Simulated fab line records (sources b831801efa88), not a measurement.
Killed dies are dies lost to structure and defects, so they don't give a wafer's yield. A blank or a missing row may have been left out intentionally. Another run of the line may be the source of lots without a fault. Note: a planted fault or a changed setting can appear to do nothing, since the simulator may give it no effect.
fab line records	flow sky130	part 1 of 2: steps 1 to 21 of 29
record: lots: 5	wafers: 15	lastDay: 50
route steps=708 shown POLY_CUT@310 SD_P@320 RES_XHIGH@332
lots with no fault: from the same line, run without faults
startH: start of the lot's first displayed wafer, in hours after the record's first day	waitH: hours from the lot's prior step to this one	" as in the row above	L1.1+2: several wafers, shown together as one row	- no value, or no start was given	* or withheld: withheld	< > ~ a bound
route shown NAME@n: NAME is a module with steps in the file, n the number in the route of the first one	usual: average and standard deviation across the fault-free wafers	same: alike in all rows	chamber/n: place in a boat	sites: readings site by site	_std_site: standard deviation across them	_edge_site: the outer-site mean with the inner-site mean subtracted	radiusMm: how far each site lies from the wafer's centre	mask NAME#n: copy n	behind: the tool/chamber that last shaped the wafer	hold: why the lot was held/for how many hours/how that ended	device: the transistor (n, p or np) that didn't switch	end of line: tests of these same wafers at the route's end	a step without rows: its recipe alone	killed: count of dies lost to structure and defects at first sort (not the wafer's yield)	map: a wafer's dies, x killed, . not, _ none there
set.NAME: the setting the step ran with; set.NAME@STEP: the setting that earlier step ran with	model.NAME: the simulator's own value behind a step, which no gauge read
lots seen at some steps along the route; tables by step, rows by wafer
services: the hour from which a tool's chamber was out of use, counted from the record's first day as startH (under 0 if before that day), plus the number of hours and why
== steps ==
step: SKY_POLY_CUT_COAT_03
recipe: resist: KrF-thick	spinRpm: 3000	resistThkNm: 450
usual: chillPlateTempC: 23.01/0.12	exhaustPa: 45.1/0.89
lot.wafer	tool	chamber	startH	waitH	chillPlateTempC	exhaustPa
L074.4	lithoTrack-04	0	-	-	23.07	45.7
L074.5	"	0	"	"	23.02	43.9
L074.6	"	0	"	"	23.12	44.6
L077.2	lithoTrack-04	0	-	-	23.08	45.6
L077.4	"	0	"	"	23.15	44.3
L077.5	"	0	"	"	23.13	44.5
L083.2	lithoTrack-04	0	-	-	22.91	45.1
L083.3	"	0	"	"	22.81	44.2
L083.6	"	0	"	"	22.99	44.7
L087.4	lithoTrack-02	0	-	-	23.32	44.9
L087.5	"	0	"	"	23.17	44.5
L087.6	"	0	"	"	22.93	46.1
L097.1	lithoTrack-02	0	-	-	22.98	45.3
L097.4	"	0	"	"	23.09	45.5
L097.6	"	0	"	"	23.08	45.7
step: SKY_POLY_CUT_SOFTBAKE_04
recipe: tempC: 100	timeS: 90	resist: KrF-thick
usual: chillPlateTempC: 22.98/0.1	exhaustPa: 45.0/0.81	plateTempC: 99.99/0.11
same: timeS: 90
lot.wafer	tool	chamber	startH	waitH	chillPlateTempC	exhaustPa	plateTempC
L074.4	lithoTrack-04	0	-	-	22.88	44.8	99.64
L074.5	"	0	"	"	22.93	45.3	99.88
L074.6	"	0	"	"	23.15	45.0	100.05
L077.2	lithoTrack-04	0	-	-	23.17	45.8	100.19
L077.4	"	0	"	"	23.17	44.9	100.02
L077.5	"	0	"	"	23.03	45.7	100.01
L083.2	lithoTrack-04	0	-	-	23.09	45.4	99.75
L083.3	"	0	"	"	23.09	44.9	100.04
L083.6	"	0	"	"	23.07	45.3	99.99
L087.4	lithoTrack-02	0	-	-	23.03	43.7	100.01
L087.5	"	0	"	"	23.03	44.7	100.16
L087.6	"	0	"	"	22.90	45.5	100.15
L097.1	lithoTrack-02	0	-	-	22.87	44.9	100.06
L097.4	"	0	"	"	22.92	44.4	100.17
L097.6	"	0	"	"	22.98	44.3	100.03
step: SKY_POLY_CUT_EXPOSE_05
recipe: maskId: NPCM	na: 0.8	sourceShape: annular	sigmaInner: 0.55	sigmaOuter: 0.85	targetCdNm: 270	doseMj: 32
usual: exposureDoseMJCm2: 32.17/0.24
lot.wafer	tool	chamber	startH	waitH	mask	exposureDoseMJCm2
L074.4	krfScanner-01	0	-	-	NPCM#0	32.41
L074.5	"	0	"	"	NPCM#0	32.44
L074.6	"	0	"	"	NPCM#0	32.46
L077.2	krfScanner-01	0	-	-	NPCM#0	32.44
L077.4	"	0	"	"	NPCM#0	32.44
L077.5	"	0	"	"	NPCM#0	32.46
L083.2	krfScanner-02	0	-	-	NPCM#0	31.98
L083.3	"	0	"	"	NPCM#0	31.98
L083.6	"	0	"	"	NPCM#0	31.96
L087.4	krfScanner-01	0	-	-	NPCM#0	32.46
L087.5	"	0	"	"	NPCM#0	32.47
L087.6	"	0	"	"	NPCM#0	32.45
L097.1	krfScanner-01	0	-	-	NPCM#0	32.48
L097.4	"	0	"	"	NPCM#0	32.46
L097.6	"	0	"	"	NPCM#0	32.45
step: SKY_POLY_CUT_PEB_06
recipe: pebTempC: withheld	pebTimeS: withheld	resist: KrF-thick
usual: chillPlateTempC: *	exhaustPa: 44.9/0.96
lot.wafer	tool	chamber	startH	waitH	chillPlateTempC	exhaustPa
L074.4	lithoTrack-03	0	-	-	*	42.9
L074.5	"	0	"	"	*	43.1
L074.6	"	0	"	"	*	42.6
L077.2	lithoTrack-03	0	-	-	*	45.3
L077.4	"	0	"	"	*	44.2
L077.5	"	0	"	"	*	43.4
L083.2	lithoTrack-03	0	-	-	*	44.0
L083.3	"	0	"	"	*	44.2
L083.6	"	0	"	"	*	44.4
L087.4	lithoTrack-03	0	-	-	*	46.2
L087.5	"	0	"	"	*	46.5
L087.6	"	0	"	"	*	44.7
L097.1	lithoTrack-03	0	-	-	*	47.1
L097.4	"	0	"	"	*	47.3
L097.6	"	0	"	"	*	45.2
step: SKY_POLY_CUT_DEVELOP_07
recipe: developTimeS: 60	resist: KrF-thick	devTempC: 21
usual: chillPlateTempC: 23.03/0.1	exhaustPa: 44.8/0.8
lot.wafer	tool	chamber	startH	waitH	chillPlateTempC	exhaustPa
L074.4	lithoTrack-03	0	-	-	23.20	44.7
L074.5	"	0	"	"	22.94	44.9
L074.6	"	0	"	"	22.97	44.5
L077.2	lithoTrack-03	0	-	-	23.04	45.0
L077.4	"	0	"	"	23.05	44.5
L077.5	"	0	"	"	22.89	44.1
L083.2	lithoTrack-03	0	-	-	23.20	45.3
L083.3	"	0	"	"	22.97	44.7
L083.6	"	0	"	"	23.17	45.8
L087.4	lithoTrack-03	0	-	-	22.86	44.1
L087.5	"	0	"	"	22.81	44.9
L087.6	"	0	"	"	22.84	44.6
L097.1	lithoTrack-03	0	-	-	22.92	44.1
L097.4	"	0	"	"	22.93	44.3
L097.6	"	0	"	"	23.02	44.8
step: SKY_POLY_CUT_CD_MEAS_08
recipe: targetCdNm: 270
usual: cdNm: 270.2/1.6
lot.wafer	tool	chamber	startH	waitH	cdNm
L074.4	cdSem-02	-	549.19	-	273.0
L074.5	"	-	"	"	271.6
L074.6	"	-	"	"	271.9
L077.2	cdSem-02	-	604.25	-	271.8
L077.4	"	-	"	"	273.6
L077.5	"	-	"	"	271.5
L083.2	cdSem-02	-	631.45	-	269.3
L083.3	"	-	"	"	268.0
L083.6	"	-	"	"	269.1
L087.4	cdSem-01	-	674.29	-	273.3
L087.5	"	-	"	"	271.2
L087.6	"	-	"	"	270.5
L097.1	cdSem-01	-	743.08	-	269.3
L097.4	"	-	"	"	269.2
L097.6	"	-	"	"	270.5
step: SKY_POLY_CUT_OVL_MEAS_09
usual: POLY_CUT_OVL: -1/5.3
lot.wafer	tool	chamber	startH	waitH	POLY_CUT_OVL[nm]
L074.4	overlay-02	-	549.26	0.1	-7
L074.5	"	-	"	"	-5
L074.6	"	-	"	"	2
L077.2	overlay-01	-	604.35	0.1	-9
L077.4	"	-	"	"	-9
L077.5	"	-	"	"	-7
L083.2	overlay-02	-	631.55	0.1	3
L083.3	"	-	"	"	9
L083.6	"	-	"	"	3
L087.4	overlay-02	-	674.36	0.1	10
L087.5	"	-	"	"	2
L087.6	"	-	"	"	8
L097.1	overlay-01	-	743.20	0.1	3
L097.4	"	-	"	"	-3
L097.6	"	-	"	"	1
step: SKY_POLY_CUT_ETCH_10
recipe: chemistry: N2/H2	target: BARC	ionEnergyEv: 200	sourceW: 500	biasW: 100	pressureMtorr: 30	n2FlowSccm: 100	h2FlowSccm: 200	stopOn: SiO2	timeS: 45.9	targetDepthA: 600
usual: drypumpMotorCurrentA: 5.9/0.43	oesProductAu: 0.856/0.0042	throttleValvePct: 13.224/0.0091
same: timeS: 45.9
lot.wafer	tool	chamber	startH	waitH	drypumpMotorCurrentA	oesProductAu	rfHoursCounterH	throttleValvePct
L074.4	rieDiel-01	1	549.28	0.0	5.0	0.853	17	13.233
L074.5	"	3	"	"	6.1	0.853	-	13.223
L074.6	"	2	"	"	5.8	0.850	-	13.234
L077.2	rieDiel-04	2	604.38	0.0	5.8	0.856	8	13.218
L077.4	"	3	"	"	6.6	0.853	1	13.233
L077.5	"	1	"	"	6.2	0.855	-	13.232
L083.2	rieDiel-04	0	631.58	0.0	6.4	0.847	35	13.230
L083.3	"	3	"	"	6.6	0.856	1	13.200
L083.6	"	3	"	"	6.6	0.858	-	13.218
L087.4	rieDiel-03	0	674.38	0.0	5.8	0.861	21	13.214
L087.5	"	3	"	"	5.9	0.858	-	13.218
L087.6	"	0	"	"	5.8	0.862	-	13.243
L097.1	rieDiel-03	2	743.23	0.0	5.4	0.865	16	13.229
L097.4	"	1	"	"	5.6	0.850	20	13.215
L097.6	"	1	"	"	5.6	0.852	-	13.231
step: SKY_POLY_CUT_ETCH_11
recipe: target: Si3N4	chemistry: CF4/CH2F2/Ar	stopOn: poly-Si	sourceW: 600	biasW: 150	pressureMtorr: 40	cf4FlowSccm: 40	ch2f2FlowSccm: 20	Ar_flow_sccm: 150	timeS: 42.5	targetDepthA: 600
usual: drypumpMotorCurrentA: 5.9/0.43	oesProductAu: 0.829/0.0058	throttleValvePct: 14.995/0.0089
same: timeS: 42.5
lot.wafer	tool	chamber	startH	waitH	drypumpMotorCurrentA	oesProductAu	rfHoursCounterH	throttleValvePct
L074.4	rieDiel-01	1	549.32	0.0	5.0	0.829	17	14.983
L074.5	"	3	"	"	6.1	0.822	-	14.997
L074.6	"	2	"	"	5.8	0.822	-	15.003
L077.2	rieDiel-04	2	604.42	0.0	5.8	0.832	8	14.991
L077.4	"	3	"	"	6.6	0.828	1	14.986
L077.5	"	1	"	"	6.2	0.834	-	14.999
L083.2	rieDiel-04	0	631.62	0.0	6.5	0.824	35	15.003
L083.3	"	3	"	"	6.6	0.824	1	14.989
L083.6	"	3	"	"	6.6	0.830	-	14.997
L087.4	rieDiel-03	0	674.42	0.0	5.8	0.830	21	15.008
L087.5	"	3	"	"	6.0	0.836	-	15.006
L087.6	"	0	"	"	5.8	0.834	-	14.996
L097.1	rieDiel-03	2	743.27	0.0	5.4	0.818	16	15.002
L097.4	"	1	"	"	5.6	0.826	20	15.008
L097.6	"	1	"	"	5.6	0.835	-	14.986
step: SKY_POLY_CUT_STRIP_12
recipe: chemistry: O2/N2	powerW: 1400	pressureMtorr: 1500	platenTempC: withheld	o2FlowSccm: 3000	n2FlowSccm: 300	overashFraction: 0.5
usual: drypumpMotorCurrentA: 5.7/0.52	oesProductAu: 0.452/0.0044	stripTimeToEndpointS: 5.365/0.019
lot.wafer	tool	chamber	startH	waitH	drypumpMotorCurrentA	oesProductAu	rfHoursCounterH	stripTimeToEndpointS
L074.4	plasmaAsher-01	1	549.40	0.1	6.6	0.457	-	5.376
L074.5	"	0	"	"	5.3	0.457	-	5.385
L074.6	"	1	"	"	6.6	0.450	-	5.375
L077.2	plasmaAsher-02	0	604.46	0.0	6.0	0.451	17	5.350
L077.4	"	0	"	"	6.1	0.453	-	5.365
L077.5	"	1	"	"	5.1	0.455	-	5.362
L083.2	plasmaAsher-02	0	631.66	0.0	6.1	0.456	19	5.344
L083.3	"	1	"	"	5.1	0.450	-	5.347
L083.6	"	0	"	"	6.1	0.447	-	5.360
L087.4	plasmaAsher-04	0	674.50	0.1	6.1	0.446	-	5.372
L087.5	"	1	"	"	5.2	0.450	-	5.384
L087.6	"	0	"	"	6.2	0.453	-	5.396
L097.1	plasmaAsher-04	1	743.32	0.0	5.2	0.442	94	5.359
L097.4	"	0	"	"	6.1	0.447	-	5.342
L097.6	"	1	"	"	5.2	0.450	-	5.352
step: SKY_SD_P_DEHYDRATE_00
recipe: tempC: 200	timeS: 60
usual: chillPlateTempC: 23.04/0.12	exhaustPa: 45.0/1.1	plateTempC: 199.95/0.15
same: timeS: 60
lot.wafer	tool	chamber	startH	waitH	chillPlateTempC	exhaustPa	plateTempC
L074.4	lithoTrack-01	0	563.33	13.9	22.96	45.4	199.78
L074.5	"	0	"	"	22.92	45.7	199.94
L074.6	"	0	"	"	22.86	45.1	199.99
L077.2	lithoTrack-02	0	618.81	14.3	23.14	44.4	200.06
L077.4	"	0	"	"	23.19	44.9	200.12
L077.5	"	0	"	"	22.93	43.7	199.87
L083.2	lithoTrack-02	0	645.01	13.3	23.06	44.0	199.57
L083.3	"	0	"	"	22.89	46.0	199.88
L083.6	"	0	"	"	23.07	42.7	200.14
L087.4	lithoTrack-02	0	688.36	13.8	22.91	44.5	200.03
L087.5	"	0	"	"	22.98	44.3	199.86
L087.6	"	0	"	"	23.04	44.9	199.93
L097.1	lithoTrack-01	0	755.96	12.6	22.92	46.6	200.00
L097.4	"	0	"	"	23.04	45.2	200.03
L097.6	"	0	"	"	22.92	45.4	200.14
step: SKY_SD_P_HMDS_01
recipe: primeTimeS: 60	primeTempC: 120
usual: chillPlateTempC: 22.99/0.11	exhaustPa: 44.9/0.98
lot.wafer	tool	chamber	startH	waitH	chillPlateTempC	exhaustPa
L074.4	lithoTrack-01	0	563.48	0.1	22.91	44.4
L074.5	"	0	"	"	22.99	45.4
L074.6	"	0	"	"	22.89	44.6
L077.2	lithoTrack-02	0	618.96	0.1	22.89	42.8
L077.4	"	0	"	"	22.80	43.0
L077.5	"	0	"	"	23.04	43.0
L083.2	lithoTrack-02	0	645.16	0.1	22.98	43.5
L083.3	"	0	"	"	23.16	45.2
L083.6	"	0	"	"	22.99	44.1
L087.4	lithoTrack-02	0	688.51	0.1	22.88	44.7
L087.5	"	0	"	"	22.78	46.8
L087.6	"	0	"	"	22.77	45.1
L097.1	lithoTrack-01	0	756.11	0.1	22.92	44.1
L097.4	"	0	"	"	23.00	46.8
L097.6	"	0	"	"	22.92	45.0
step: SKY_SD_P_COAT_02
recipe: resist: NOVOLAK	spinRpm: 3000	resistThkNm: 1140
usual: chillPlateTempC: 23.01/0.099	exhaustPa: 45.0/0.8
lot.wafer	tool	chamber	startH	waitH	chillPlateTempC	exhaustPa
L074.4	lithoTrack-01	0	563.63	0.1	23.11	46.1
L074.5	"	0	"	"	22.89	46.2
L074.6	"	0	"	"	22.98	47.2
L077.2	lithoTrack-02	0	619.11	0.1	22.86	45.4
L077.4	"	0	"	"	23.08	43.9
L077.5	"	0	"	"	23.11	44.4
L083.2	lithoTrack-02	0	645.31	0.1	23.08	45.5
L083.3	"	0	"	"	22.96	44.0
L083.6	"	0	"	"	23.02	44.5
L087.4	lithoTrack-02	0	688.66	0.1	22.76	44.2
L087.5	"	0	"	"	22.70	44.3
L087.6	"	0	"	"	22.86	45.7
L097.1	lithoTrack-01	0	756.26	0.1	22.90	46.0
L097.4	"	0	"	"	22.96	46.0
L097.6	"	0	"	"	23.05	45.1
step: SKY_SD_P_SOFTBAKE_03
recipe: tempC: 90	timeS: 60	resist: NOVOLAK
usual: chillPlateTempC: 23.04/0.11	exhaustPa: 44.7/0.89	plateTempC: 90.00/0.13
same: timeS: 60
lot.wafer	tool	chamber	startH	waitH	chillPlateTempC	exhaustPa	plateTempC
L074.4	lithoTrack-01	0	563.78	0.1	23.00	44.7	89.97
L074.5	"	0	"	"	23.01	45.8	90.12
L074.6	"	0	"	"	22.98	44.1	89.94
L077.2	lithoTrack-02	0	619.26	0.1	23.24	44.7	89.74
L077.4	"	0	"	"	23.03	46.2	90.03
L077.5	"	0	"	"	23.11	46.4	89.97
L083.2	lithoTrack-02	0	645.46	0.1	22.96	45.8	90.10
L083.3	"	0	"	"	23.09	45.3	89.93
L083.6	"	0	"	"	22.97	46.5	90.23
L087.4	lithoTrack-02	0	688.81	0.1	23.12	43.7	89.99
L087.5	"	0	"	"	23.14	44.1	90.05
L087.6	"	0	"	"	23.14	45.4	90.07
L097.1	lithoTrack-01	0	756.41	0.1	23.20	45.1	89.77
L097.4	"	0	"	"	23.12	43.6	90.16
L097.6	"	0	"	"	23.10	43.9	90.00
step: SKY_SD_P_EXPOSE_04
recipe: maskId: PSDM	na: 0.6	sourceShape: conventional	sigmaOuter: 0.6	polarization: unpolarized	targetCdNm: 380	doseMj: 138
usual: exposureDoseMJCm2: 137.94/0.15
lot.wafer	tool	chamber	startH	waitH	mask	exposureDoseMJCm2
L074.4	ilineStepper-01	0	-	-	PSDM#0	137.93
L074.5	"	0	"	"	PSDM#0	137.93
L074.6	"	0	"	"	PSDM#0	138.16
L077.2	ilineStepper-02	0	-	-	PSDM#0	137.76
L077.4	"	0	"	"	PSDM#0	137.90
L077.5	"	0	"	"	PSDM#0	137.99
L083.2	ilineStepper-01	0	-	-	PSDM#0	137.80
L083.3	"	0	"	"	PSDM#0	137.84
L083.6	"	0	"	"	PSDM#0	137.81
L087.4	ilineStepper-01	0	-	-	PSDM#0	138.02
L087.5	"	0	"	"	PSDM#0	137.89
L087.6	"	0	"	"	PSDM#0	138.02
L097.1	ilineStepper-01	0	-	-	PSDM#0	137.92
L097.4	"	0	"	"	PSDM#0	137.77
L097.6	"	0	"	"	PSDM#0	137.72
step: SKY_SD_P_PEB_05
recipe: tempC: withheld	timeS: *	resist: NOVOLAK
usual: chillPlateTempC: *	exhaustPa: 45.1/0.89
same: timeS: *
lot.wafer	tool	chamber	startH	waitH	chillPlateTempC	exhaustPa
L074.4	lithoTrack-02	0	-	-	*	45.0
L074.5	"	0	"	"	*	44.3
L074.6	"	0	"	"	*	44.6
L077.2	lithoTrack-02	0	-	-	*	45.6
L077.4	"	0	"	"	*	46.3
L077.5	"	0	"	"	*	45.1
L083.2	lithoTrack-04	0	-	-	*	44.3
L083.3	"	0	"	"	*	44.4
L083.6	"	0	"	"	*	44.5
L087.4	lithoTrack-04	0	-	-	*	45.9
L087.5	"	0	"	"	*	45.8
L087.6	"	0	"	"	*	44.8
L097.1	lithoTrack-02	0	-	-	*	43.9
L097.4	"	0	"	"	*	43.9
L097.6	"	0	"	"	*	43.9
step: SKY_SD_P_DEVELOP_06
recipe: resist: NOVOLAK	developer: TMAH	developTimeS: 60	devTempC: 23
usual: chillPlateTempC: 22.98/0.096	exhaustPa: 45.3/0.85
lot.wafer	tool	chamber	startH	waitH	chillPlateTempC	exhaustPa
L074.4	lithoTrack-02	0	577.31	0.1	23.02	46.2
L074.5	"	0	"	"	23.26	46.6
L074.6	"	0	"	"	23.14	45.8
L077.2	lithoTrack-02	0	633.81	0.1	22.93	44.4
L077.4	"	0	"	"	23.11	45.2
L077.5	"	0	"	"	22.91	45.1
L083.2	lithoTrack-04	0	659.28	0.1	23.21	44.3
L083.3	"	0	"	"	22.98	45.5
L083.6	"	0	"	"	23.21	46.2
L087.4	lithoTrack-04	0	702.48	0.1	22.79	45.0
L087.5	"	0	"	"	22.90	46.0
L087.6	"	0	"	"	22.88	44.6
L097.1	lithoTrack-02	0	769.44	0.1	22.92	43.9
L097.4	"	0	"	"	22.83	45.9
L097.6	"	0	"	"	23.00	44.8
step: SKY_SD_P_CD_MEAS_07
recipe: targetCdNm: 380
usual: cdNm: 380.1/2.6
lot.wafer	tool	chamber	startH	waitH	cdNm
L074.4	cdSem-01	-	577.45	0.1	377.7
L074.5	"	-	"	"	378.0
L074.6	"	-	"	"	377.4
L077.2	cdSem-01	-	633.96	0.1	380.6
L077.4	"	-	"	"	378.7
L077.5	"	-	"	"	381.1
L083.2	cdSem-02	-	659.43	0.1	379.4
L083.3	"	-	"	"	376.2
L083.6	"	-	"	"	379.5
L087.4	cdSem-02	-	702.62	0.1	375.9
L087.5	"	-	"	"	379.0
L087.6	"	-	"	"	377.0
L097.1	cdSem-01	-	769.59	0.1	376.1
L097.4	"	-	"	"	379.6
L097.6	"	-	"	"	377.1
step: SKY_SD_P_OVL_MEAS_08
usual: SD_P_OVL: 0.3/1.3
lot.wafer	tool	chamber	startH	waitH	SD_P_OVL[nm]
L074.4	overlay-02	-	577.53	0.1	0.0
L074.5	"	-	"	"	-2.8
L074.6	"	-	"	"	-1.9
L077.2	overlay-01	-	634.06	0.1	0.3
L077.4	"	-	"	"	0.5
L077.5	"	-	"	"	-1.3
L083.2	overlay-01	-	659.53	0.1	0.2
L083.3	"	-	"	"	-0.1
L083.6	"	-	"	"	0.4
L087.4	overlay-01	-	702.70	0.1	2.0
L087.5	"	-	"	"	1.9
L087.6	"	-	"	"	2.5
L097.1	overlay-02	-	769.71	0.1	0.3
L097.4	"	-	"	"	-1.7
L097.6	"	-	"	"	-1.8
step: SKY_SD_P_IMPLANT_09
recipe: species: BF2	energyKev: 20	doseCm2: 3e+15	tiltDeg: 0
usual: beamEnergyKeV: 19.999/0.006	tiltDeg: -0.002/0.02
lot.wafer	tool	chamber	startH	waitH	beamEnergyKeV	tiltDeg
L074.4	implanter-04	0	577.62	0.1	19.998	-0.005
L074.5	"	0	"	"	19.999	0.001
L074.6	"	0	"	"	20.002	0.017
L077.2	implanter-03	0	634.12	0.0	20.008	0.003
L077.4	"	0	"	"	20.000	0.033
L077.5	"	0	"	"	20.007	0.009
L083.2	implanter-03	0	659.59	0.0	20.001	-0.063
L083.3	"	0	"	"	20.002	-0.025
L083.6	"	0	"	"	20.007	0.006
L087.4	implanter-03	0	702.79	0.1	19.996	-0.011
L087.5	"	0	"	"	19.988	-0.001
L087.6	"	0	"	"	19.993	-0.009
L097.1	implanter-01	0	769.74	0.0	19.988	0.021
L097.4	"	0	"	"	19.988	0.001
L097.6	"	0	"	"	20.003	0.029
step: SKY_SD_P_STRIP_10
recipe: chemistry: O2/N2	powerW: 1400	pressureMtorr: 1500	platenTempC: withheld	o2FlowSccm: 3000	n2FlowSccm: 300	overashFraction: 0.5
usual: drypumpMotorCurrentA: 5.7/0.59	oesProductAu: 0.617/0.0049	stripTimeToEndpointS: 17.51/0.037
lot.wafer	tool	chamber	startH	waitH	drypumpMotorCurrentA	oesProductAu	rfHoursCounterH	stripTimeToEndpointS
L074.4	plasmaAsher-03	1	577.73	0.1	6.6	0.613	-	17.50
L074.5	"	1	"	"	6.5	0.617	-	17.46
L074.6	"	0	"	"	5.2	0.613	-	17.47
L077.2	plasmaAsher-03	1	634.24	0.1	6.5	0.611	49	17.51
L077.4	"	1	"	"	6.6	0.621	-	17.49
L077.5	"	1	"	"	6.6	0.615	-	17.50
L083.2	plasmaAsher-02	1	659.71	0.1	5.1	0.621	22	17.53
L083.3	"	0	"	"	6.1	0.615	-	17.52
L083.6	"	1	"	"	5.1	0.624	-	17.49
L087.4	plasmaAsher-03	1	702.90	0.1	6.5	0.620	-	17.48
L087.5	"	1	"	"	6.5	0.615	-	17.50
L087.6	"	0	"	"	5.2	0.618	-	17.52
L097.1	plasmaAsher-04	0	769.89	0.1	6.1	0.616	96	17.53
L097.4	"	1	"	"	5.2	0.621	-	17.52
L097.6	"	0	"	"	6.2	0.616	-	17.54
